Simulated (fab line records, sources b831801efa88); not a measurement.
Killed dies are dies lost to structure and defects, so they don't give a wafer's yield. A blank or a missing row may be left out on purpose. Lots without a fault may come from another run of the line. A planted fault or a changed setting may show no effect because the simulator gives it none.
Split-lot experiment | flow sfq_line | 5 lots, 23 wafers read, on a route of 325 steps

THE SPLIT
At SFQ_TRILAYER_I7_VIA_LITHO_COAT_192 (resist thk 62 nm), the setting spin_rpm was moved away from the recipe's 3000 rpm on 9 of the 23 wafers read, by -5.7% to +6.3%. The other wafers ran this setting at the recipe's value.

The reading is taken at the split's own step.

THE READING
BARC_of_TRILAYER_I7_VIA_LITHO_COAT_192.thk_nm (the simulator's own value, which no gauge read), in nm, at SFQ_TRILAYER_I7_VIA_LITHO_COAT_192 (resist thk 62 nm). The file gives no usual value for it. The 14 wafers here that ran the recipe average 62.04 nm, standard deviation 0.13 nm.

wafer  | tool, chamber at the split | spin_rpm as run, rpm | against the recipe | BARC_of_TRILAYER_I7_VIA_LITHO_COAT_192.thk_nm, nm | against lot-mates on the recipe
L076.1 | litho_track-02, 0          | 3189                 | +6.3%              | 60.03                                             | -1.98
L076.2 | litho_track-02, 0          | 3000                 | recipe             | 62.17                                             | -
L076.3 | litho_track-02, 0          | 3189                 | +6.3%              | 60.1                                              | -1.91
L076.4 | litho_track-02, 0          | 3000                 | recipe             | 62.02                                             | -
L076.5 | litho_track-02, 0          | 3000                 | recipe             | 61.83                                             | -
L079.1 | litho_track-02, 0          | 3000                 | recipe             | 62.34                                             | -
L079.2 | litho_track-02, 0          | 2830                 | -5.7%              | 63.83                                             | +1.66
L079.4 | litho_track-02, 0          | 3000                 | recipe             | 62.06                                             | -
L079.5 | litho_track-02, 0          | 3000                 | recipe             | 62.12                                             | -
L079.6 | litho_track-02, 0          | 2830                 | -5.7%              | 63.89                                             | +1.72
L080.1 | litho_track-03, 0          | 3104                 | +3.5%              | 60.98                                             | -1.00
L080.2 | litho_track-03, 0          | 3104                 | +3.5%              | 60.98                                             | -1.00
L080.3 | litho_track-03, 0          | 3104                 | +3.5%              | 60.91                                             | -1.07
L080.4 | litho_track-03, 0          | 3000                 | recipe             | 61.86                                             | -
L080.6 | litho_track-03, 0          | 3000                 | recipe             | 62.09                                             | -
L083.1 | litho_track-04, 0          | 3000                 | recipe             | 62.08                                             | -
L083.5 | litho_track-04, 0          | 3000                 | recipe             | 62.15                                             | -
L083.6 | litho_track-04, 0          | 3000                 | recipe             | 61.89                                             | -
L085.2 | litho_track-03, 0          | 3000                 | recipe             | 61.92                                             | -
L085.3 | litho_track-03, 0          | 3000                 | recipe             | 62.06                                             | -
L085.4 | litho_track-03, 0          | 2898                 | -3.4%              | 62.93                                             | +0.93
L085.5 | litho_track-03, 0          | 2898                 | -3.4%              | 63.24                                             | +1.24
L085.6 | litho_track-03, 0          | 3000                 | recipe             | 62.01                                             | -

THE FIT
A straight line over all 23 wafers: BARC_of_TRILAYER_I7_VIA_LITHO_COAT_192.thk_nm changes by -0.315 nm for each +1% of spin_rpm; r = -0.99; the points scatter about the line by 0.12 nm.
The same after taking each lot's own level away (the mean of its wafers on the recipe; 23 wafers): -0.304 nm for each +1%; r = -0.99; scatter 0.11 nm.
On that fit, the largest move of spin_rpm shifts the reading by 1.9 nm.
The lots' own levels span 61.975 to 62.173 nm, that is 1.5 times the standard deviation above.
So the lot-to-lot level changes the slope little: the two slopes agree.
Check: with one of the wafers moved furthest among these (+6.3%) left out of the fit, the line predicts -1.89 nm for it against its lot-mates. It came out at -1.98 nm against them.

OTHER SPLITS ON THESE WAFERS
These wafers also went through other splits before the reading. Each is held against what the fit with the lots' levels taken away leaves over:
other split on the same wafers                    | wafers away from the commonest value | r with BARC_of_TRILAYER_I7_VIA_LITHO_COAT_192.thk_nm (lot level and that fit taken away)
SFQ_TRILAYER_M5_BARC_OPEN_METAL_ETCH_161 icp_w    | 10                                   | -0.08
SFQ_TRILAYER_I5_LITHO_COAT_149 spin_rpm           | 7                                    | +0.00
SFQ_TRILAYER_C5_LITHO_EXPOSE_152 dose_mj          | 8                                    | +0.00
SFQ_TRILAYER_M6_DEP_SPUTTER_157 power_w           | 9                                    | +0.01
SFQ_TRILAYER_M6_LITHO_COAT_159 spin_rpm           | 8                                    | +0.00
SFQ_TRILAYER_I6_VIA_LITHO_COAT_174 spin_rpm       | 11                                   | +0.11
SFQ_TRILAYER_I6_VIA_BARC_OPEN_VIA_ETCH_235 bias_w | 10                                   | -0.36
SFQ_TRILAYER_M7_LITHO_EXPOSE_178 dose_mj          | 9                                    | -0.26
SFQ_TRILAYER_M7_BARC_OPEN_METAL_ETCH_229 icp_w    | 10                                   | +0.16

THE FILE'S OWN FIT
BARC_of_TRILAYER_I7_VIA_LITHO_COAT_192.thk_nm changes by -0.304 nm for each +1% of spin_rpm, r = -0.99.
